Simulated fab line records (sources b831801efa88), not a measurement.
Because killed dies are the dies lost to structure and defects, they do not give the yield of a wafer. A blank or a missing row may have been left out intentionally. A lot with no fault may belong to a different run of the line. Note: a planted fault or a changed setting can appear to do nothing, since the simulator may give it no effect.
Which tool did it? :: flow sky130 :: 18 wafers from 6 lots sampled at 5 of the route's 708 steps

== WHAT EACH GAUGE READ, for each wafer ==
SKY_VT_ADJUST_LVTN_TW_MEAS_10.
lot: L888
measured: day 8 12:46
on: film metro-02
VT_ADJUST_LVTN_TW: 240.2 241.3 240.6

lot: L893
measured: day 9 14:35
on: film metro-04
VT_ADJUST_LVTN_TW: 239.8 239.9 240.1

lot: L897
measured: day 10 19:03
on: film metro-02
VT_ADJUST_LVTN_TW: 239.5 241.4 241.3

lot: L899
measured: day 11 07:38
on: film metro-02
VT_ADJUST_LVTN_TW: 241.3 242.9 242.5

lot: L903
measured: day 12 10:23
on: film metro-03
VT_ADJUST_LVTN_TW: 242.5 244.8 244.6

lot: L906
measured: day 13 04:44
on: film metro-03
VT_ADJUST_LVTN_TW: 243.1 243.4 243.6

== WHAT TOOL EACH LOT RAN ON (gives the tool, then ch and the chambers of the sampled wafers, and finally the start) ==
lot: L888
SKY_FIELD_ISO_COAT_08: litho track-04 ch 0, day 3 01:00
SKY_FIELD_ISO_STRIP_16: plasma asher-03 ch 1, day 3 09:32
SKY_FIELD_ISO_ETCH_17: rie si-01 ch 1,2,3, day 3 09:38
SKY_NWELL_RTA_28: rtp anneal-02 ch 0, day 6 19:11

lot: L893
SKY_FIELD_ISO_COAT_08: litho track-03 ch 0, day 3 23:00
SKY_FIELD_ISO_STRIP_16: plasma asher-03 ch 0, day 4 08:20
SKY_FIELD_ISO_ETCH_17: rie si-01 ch 0,1, day 4 08:26
SKY_NWELL_RTA_28: rtp anneal-01 ch 0, day 7 19:13

lot: L897
SKY_FIELD_ISO_COAT_08: litho track-03 ch 0, day 4 20:00
SKY_FIELD_ISO_STRIP_16: plasma asher-03 ch 0,1, day 5 05:57
SKY_FIELD_ISO_ETCH_17: rie si-02 ch 0,1,3, day 5 06:03
SKY_NWELL_RTA_28: rtp anneal-01 ch 0, day 8 21:13

lot: L899
SKY_FIELD_ISO_COAT_08: litho track-03 ch 0, day 5 07:00
SKY_FIELD_ISO_STRIP_16: plasma asher-04 ch 0,1, day 5 17:46
SKY_FIELD_ISO_ETCH_17: rie si-01 ch 0,3, day 5 17:50
SKY_NWELL_RTA_28: rtp anneal-02 ch 0, day 9 09:05

lot: L903
SKY_FIELD_ISO_COAT_08: litho track-04 ch 0, day 6 03:00
SKY_FIELD_ISO_STRIP_16: plasma asher-01 ch 0,1, day 6 13:53
SKY_FIELD_ISO_ETCH_17: rie si-02 ch 2,3, day 6 13:59
SKY_NWELL_RTA_28: rtp anneal-01 ch 0, day 10 09:25

lot: L906
SKY_FIELD_ISO_COAT_08: litho track-01 ch 0, day 6 17:00
SKY_FIELD_ISO_STRIP_16: plasma asher-03 ch 0,1, day 7 04:13
SKY_FIELD_ISO_ETCH_17: rie si-02 ch 2,3, day 7 04:17
SKY_NWELL_RTA_28: rtp anneal-01 ch 0, day 11 02:38
- SKY_FIELD_ISO_COAT_08: resist thk 450 nm.
- SKY_FIELD_ISO_STRIP_16: strips in O2/N2.
- SKY_FIELD_ISO_ETCH_17: etches Si in HBr/Cl2/O2, target depth 342 nm, time 97.7 s.
- SKY_NWELL_RTA_28: time 30 s.

== THE ANSWER, worked out from the rows above alone ==
Rule: the usual values come from the lots themselves. The widest of any qualifying gaps counts: lots, ordered by their means at a reading, are off when they make up no more than a third of the lots, leave a main group of 4 or more, and stand apart from it by 3 or more times the standard deviation of that group's means. The tables above print the reading to a certain number of digits; a main group whose means all agree to those digits is not used. Also off: a lot with no number at a reading for which 4 or more lots have one. All remaining lots with rows at the step are treated as sound.
No lot is off at any reading shown: from this, nothing can be told.

== WHAT THE SIMULATOR HAD PUT IN ==
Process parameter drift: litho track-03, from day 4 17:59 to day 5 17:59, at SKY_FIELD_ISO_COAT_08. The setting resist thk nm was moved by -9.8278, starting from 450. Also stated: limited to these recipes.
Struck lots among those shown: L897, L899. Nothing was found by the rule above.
